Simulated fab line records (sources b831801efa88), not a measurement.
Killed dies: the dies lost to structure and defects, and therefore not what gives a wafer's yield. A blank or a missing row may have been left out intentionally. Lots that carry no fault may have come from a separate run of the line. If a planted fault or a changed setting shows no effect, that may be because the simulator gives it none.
Chamber matching -- flow gf180mcu -- pecvd-04 running GF_V3_CVD_02: 3 sister chambers
The step deposits SiO2 from TEOS, target thk 850 nm, time 94.851 s. 20 wafers are shown with their chamber, then 10 later ones without.

== EACH WAFER AND ITS CHAMBER ==
wafer,chamber,heater power w (W)
L074.1,0,602
L074.2,1,684
L074.3,2,633
L077.1,2,548
L077.2,0,606
L077.6,0,651
L081.3,1,628
L081.4,0,632
L081.5,1,658
L086.1,2,546
L086.2,0,576
L086.3,1,684
L087.3,1,672
L087.4,1,704
L087.6,2,644
L090.4,1,665
L090.5,2,623
L090.6,0,579
L091.1,2,659
L091.4,1,688

SIGNATURES, as means of the wafers listed above
reading,chamber 0,chamber 1,chamber 2,scatter within a chamber
heater power w,607.67,672.88,608.83,34.5
Rule: a wafer lies at a distance from a chamber equal to the root of the sum of squares, over the readings, of (its reading less the chamber's mean, divided by the reading's scatter). The wafer belongs to the nearest chamber; if the next one is less than 2 further off, it can't be placed. The scatter: take each reading less its chamber's mean, square it, sum over the shown wafers, divide by the number of wafers less the number of chambers, and take the root.

== WAFERS WITHOUT THEIR CHAMBER ==
wafer,heater power w (W)
L091.6,599
L093.3,614
L093.4,664
L093.5,650
L094.3,643
L094.5,597
L094.6,617
L097.1,576
L097.5,618
L097.6,683

== WHICH CHAMBER EACH WENT THROUGH ==
wafer,from the rows above,in truth
L091.6,can't be placed: 0 or 2 or 1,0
L093.3,can't be placed: 2 or 0 or 1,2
L093.4,can't be placed: 1 or 2 or 0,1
L093.5,can't be placed: 1 or 2 or 0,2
L094.3,can't be placed: 1 or 2 or 0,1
L094.5,can't be placed: 0 or 2 or 1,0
L094.6,can't be placed: 2 or 0 or 1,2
L097.1,can't be placed: 0 or 2 or 1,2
L097.5,can't be placed: 2 or 0 or 1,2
L097.6,can't be placed: 1 or 2 or 0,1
Placed correctly: 0 of 10. Cannot be placed on the basis of these rows: 10; the candidates contain the true chamber in 10. 0 placed wrongly.
